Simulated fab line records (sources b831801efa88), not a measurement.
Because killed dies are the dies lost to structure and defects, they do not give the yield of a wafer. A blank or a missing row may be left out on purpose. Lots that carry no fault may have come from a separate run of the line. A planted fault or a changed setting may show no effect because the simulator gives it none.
Which tool did it?    flow sky130    Sampling: 12 lots, 36 wafers, 6 of 708 route steps

== WHAT THE GAUGES SHOWED, per wafer ==
SKY_VT_ADJUST_NCORE_OVL_MEAS_08.
lot   measured      on          VT_ADJUST_NCORE_OVL (nm)
L258  day 8 17:18   overlay-02  1.7 2.8 2.6
L259  day 9 01:50   overlay-02  -2.7 -1.4 -1.1
L260  day 9 07:58   overlay-02  1.5 0.8 1.6
L261  day 9 17:41   overlay-01  0.6 -0.8 1.2
L263  day 10 07:43  overlay-02  2.4 1.6 1.6
L264  day 10 17:45  overlay-01  -1.6 -1.4 -0.8
L265  day 10 19:01  overlay-01  2.0 0.7 2.3
L266  day 11 01:20  overlay-02  0.8 0.2 0.6
L275  day 14 11:53  overlay-02  4.4 3.5 1.1
L278  day 14 23:45  overlay-02  -2.1 0.1 -1.9
L279  day 15 01:38  overlay-02  -0.4 0.0 -0.3
L280  day 15 18:05  overlay-02  -2.4 -3.9 -3.4

SKY_SONOS_TUNNEL_CD_MEAS_07: the cd target is 410 nm.
lot   measured      on         cd nm (nm)
L258  day 11 12:54  cd sem-02  410.9 409.3 409.2
L259  day 11 22:29  cd sem-01  410.8 409.0 408.0
L260  day 12 05:18  cd sem-01  408.3 408.7 407.2
L261  day 12 16:36  cd sem-02  406.1 405.0 407.3
L263  day 13 06:43  cd sem-02  409.6 408.7 408.2
L264  day 13 18:58  cd sem-02  412.5 409.9 409.2
L265  day 13 19:34  cd sem-01  411.3 410.2 411.4
L266  day 14 03:43  cd sem-01  409.8 409.9 409.0
L275  day 18 01:56  cd sem-02  410.9 410.9 410.8
L278  day 18 14:05  cd sem-02  409.0 409.4 409.8
L279  day 18 16:10  cd sem-02  410.2 410.5 409.6
L280  day 19 11:11  cd sem-02  406.9 407.8 406.0

SKY_GATE_OXIDE_OVL_MEAS_10.
lot   measured      on          GATE_OXIDE_OVL (nm)
L258  day 14 00:17  overlay-02  2.2 2.3 2.2
L259  day 14 11:28  overlay-01  -3.4 -1.8 -1.1
L260  day 14 15:42  overlay-02  0.7 1.0 0.4
L261  day 15 05:26  overlay-01  -0.2 0.3 -1.3
L263  day 15 22:05  overlay-01  0.5 0.2 0.2
L264  day 16 09:14  overlay-02  0.4 0.1 -1.6
L265  day 16 08:56  overlay-01  1.5 2.1 2.0
L266  day 16 18:44  overlay-02  - - -
L275  day 21 04:32  overlay-01  0.3 1.4 0.5
L278  day 21 12:06  overlay-02  -0.1 -0.6 1.1
L279  day 21 17:52  overlay-02  -0.4 -0.8 -0.1
L280  day 22 07:11  overlay-01  -1.2 -1.9 -1.3

SKY_GATE_OXIDE_TW_MEAS_14.
lot   measured      on             GATE_OXIDE_TW
L258  day 14 00:40  film metro-04  224.3 224.8 226.0
L259  day 14 11:52  film metro-04  224.1 224.9 223.8
L260  day 14 16:05  film metro-01  224.2 224.6 225.0
L261  day 15 05:49  film metro-04  222.4 223.7 222.7
L263  day 15 22:29  film metro-04  223.1 222.4 221.7
L264  day 16 09:38  film metro-01  226.0 223.6 224.7
L265  day 16 09:20  film metro-01  224.5 224.6 224.3
L266  day 16 19:08  film metro-02  29.6 29.8 29.7
L275  day 21 04:57  film metro-01  226.0 223.6 223.5
L278  day 21 12:30  film metro-04  223.5 223.6 224.2
L279  day 21 18:15  film metro-01  225.3 223.5 224.4
L280  day 22 07:35  film metro-04  226.2 224.9 224.8

== TOOL THAT RAN EACH LOT (tool first, then ch and the chambers of the sampled wafers, then the start) ==
lot   SKY_VT_ADJUST_NCORE_STRIP_10          SKY_GATE_OXIDE_EXPOSE_07
L258  plasma asher-04 ch 0,1, day 8 17:29   iline stepper-02 ch 0, day 13 11:44
L259  plasma asher-04 ch 0,1, day 9 02:03   iline stepper-01 ch 0, day 13 22:51
L260  plasma asher-04 ch 0,1, day 9 08:09   iline stepper-02 ch 0, day 14 02:55
L261  plasma asher-04 ch 0,1, day 9 17:52   iline stepper-01 ch 0, day 14 16:26
L263  plasma asher-02 ch 0,1, day 10 07:54  iline stepper-02 ch 0, day 15 08:56
L264  plasma asher-01 ch 0, day 10 17:56    iline stepper-01 ch 0, day 15 19:58
L265  plasma asher-04 ch 0,1, day 10 19:11  iline stepper-01 ch 0, day 15 19:53
L266  plasma asher-01 ch 0,1, day 11 01:31  iline stepper-02 ch 0, day 16 04:36
L275  plasma asher-01 ch 0,1, day 14 12:05  iline stepper-02 ch 0, day 20 13:34
L278  plasma asher-01 ch 1, day 14 23:56    iline stepper-02 ch 0, day 20 20:36
L279  plasma asher-01 ch 0,1, day 15 01:49  iline stepper-02 ch 0, day 21 02:22
L280  plasma asher-04 ch 0,1, day 15 18:17  iline stepper-02 ch 0, day 21 16:01
- SKY_VT_ADJUST_NCORE_STRIP_10: strips in O2/N2.
- SKY_GATE_OXIDE_EXPOSE_07: exposes mask LVOM, target cd 600 nm.

== WHAT THE TOOLS THEMSELVES READ (means of the sampled wafers that have a number; where no wafer has one, the mark that the record gives instead) ==
SKY_VT_ADJUST_NCORE_STRIP_10.
lot   tool             chamber pressure mTorr (mTorr)  drypump motor current A (A)  oes product au (a.u.)  strip time to endpoint s (s)
L258  plasma asher-04  1498.8                          5.58                         0.713                  14.15
L259  plasma asher-04  1500.7                          5.49                         0.715                  14.16
L260  plasma asher-04  1501.9                          5.50                         0.717                  14.13
L261  plasma asher-04  1500.8                          5.48                         0.717                  14.17
L263  plasma asher-02  1499.8                          5.49                         0.716                  14.17
L264  plasma asher-01  1500.2                          5.47                         0.711                  14.14
L265  plasma asher-04  1499.5                          5.57                         0.715                  14.20
L266  plasma asher-01  1499.1                          5.30                         0.718                  14.24
L275  plasma asher-01  1500.8                          5.39                         0.715                  14.16
L278  plasma asher-01  1500.7                          5.23                         0.718                  14.15
L279  plasma asher-01  1500.3                          5.31                         0.712                  14.19
L280  plasma asher-04  1500.0                          5.59                         0.720                  14.17

== THE ANSWER, worked out from the rows above alone ==
Rule: the usual values come from the lots themselves. Put in order of their means at a reading, lots are off if they are a third of the lots or fewer, leave a main group of 4 or more, and stand apart from it by a gap of 3 or more times the standard deviation of the main group's means; of several such gaps the widest counts. A main group whose means are all the same, to the digits that the tables above print for the reading, isn't used. Also off: a lot with no number at a reading for which 4 or more lots have one. Any other lot the step has rows for is counted as sound. The gauges are gone through in route order, then the tools' own readings, and for those a lot's mean is taken as printed above. The first step at which some lot is off is used, and at that step the reading that is off furthest; a lot without a number counts as furthest.
Off: L266, seen at SKY_GATE_OXIDE_OVL_MEAS_10 (GATE_OXIDE_OVL). Without a number there: L266. The main group has a mean of 0.1 nm with a standard deviation of 1.2.
A tool fits if, at a process step before that reading, it ran every lot that is off, and no sound lot after the first of them. The gauges at SKY_GATE_OXIDE_OVL_MEAS_10 aren't tried: what is off there is off at SKY_GATE_OXIDE_TW_MEAS_14 too, on other tools, and a gauge's error can't cause that. None of those tried fits.

== WHAT WAS PUT IN BY THE SIMULATOR ==
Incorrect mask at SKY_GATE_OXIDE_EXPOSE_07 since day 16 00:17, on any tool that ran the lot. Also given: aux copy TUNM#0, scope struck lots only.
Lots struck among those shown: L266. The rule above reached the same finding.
